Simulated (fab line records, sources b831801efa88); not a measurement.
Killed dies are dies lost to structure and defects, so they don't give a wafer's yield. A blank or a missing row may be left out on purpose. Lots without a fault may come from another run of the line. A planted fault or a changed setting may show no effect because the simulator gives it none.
One fault seen from 2 desks | flow sky130 | each desk has only its own numbers; what lay behind them comes last

THE METROLOGY DESK
What the gauges read, lot by lot, whatever tool the lot ran on: means of the sampled wafers that have a number. A lot is out of limits, marked OUT, if its mean lies more than 4 standard deviations from the usual mean; the brackets give that distance.
Columns: A = VIA2_W_THK at SKY_VIA2_THK_MEAS_23, usual 410 nm
lot  | first seen here | A
L536 | day 36 08:00    | 409
L537 | day 36 22:17    | 410
L538 | day 37 00:42    | 405
L539 | day 37 08:59    | 400
L540 | day 37 11:52    | 414
L541 | day 38 07:20    | 427
L542 | day 38 11:29    | 422
L543 | day 38 13:28    | 407
L547 | day 39 18:43    | 414
L548 | day 40 05:57    | 406
L555 | day 42 19:20    | 413
L556 | day 42 23:11    | 406
L558 | day 43 15:24    | 408
This desk's finding: nothing out of limits on any of the 13 lots.

THE TOOL OWNER'S DESK: litho_track-02
The tool's own readings at SKY_PASSIVATION_DEVELOP_10 (develop time 60 s): means of the sampled wafers that have a number, for each lot that ran on this tool. A lot is out of limits, marked OUT, if its mean lies more than 4 standard deviations from the usual mean; the brackets give that distance.
Columns: A = developer_temp_C at SKY_PASSIVATION_DEVELOP_10, usual 23.00 C
lot  | first seen here | A
L538 | day 45 07:00    | 22.90
L539 | day 45 17:00    | 23.04
L540 | day 45 19:00    | 22.96
L541 | day 46 09:00    | 23.01
L542 | day 46 15:00    | 22.17 (-7.5) OUT
L548 | day 47 19:00    | 22.11 (-8.1) OUT
This desk's finding: out of limits on L542, L548; first on L542, day 46 15:00 (developer_temp_C at SKY_PASSIVATION_DEVELOP_10). In limits: L538, L539, L540, L541.

PUT TOGETHER
The tool owner's desk could have raised an alarm at day 46 15:00, on L542, L548.
The metrology desk saw nothing out of limits.
The metrology desk has L542, L548 on record, within its limits.
Of the lots named, all ran SKY_PASSIVATION_DEVELOP_10 on litho_track-02.

WHAT THE SIMULATOR HAD PUT IN
Process parameter drift: litho_track-02, from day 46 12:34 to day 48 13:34, at SKY_PASSIVATION_DEVELOP_10. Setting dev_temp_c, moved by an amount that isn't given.
Lots struck among those shown: L542, L548.
Hours from the fault's start to each desk's first reading out of limits: the tool owner's desk, 2.
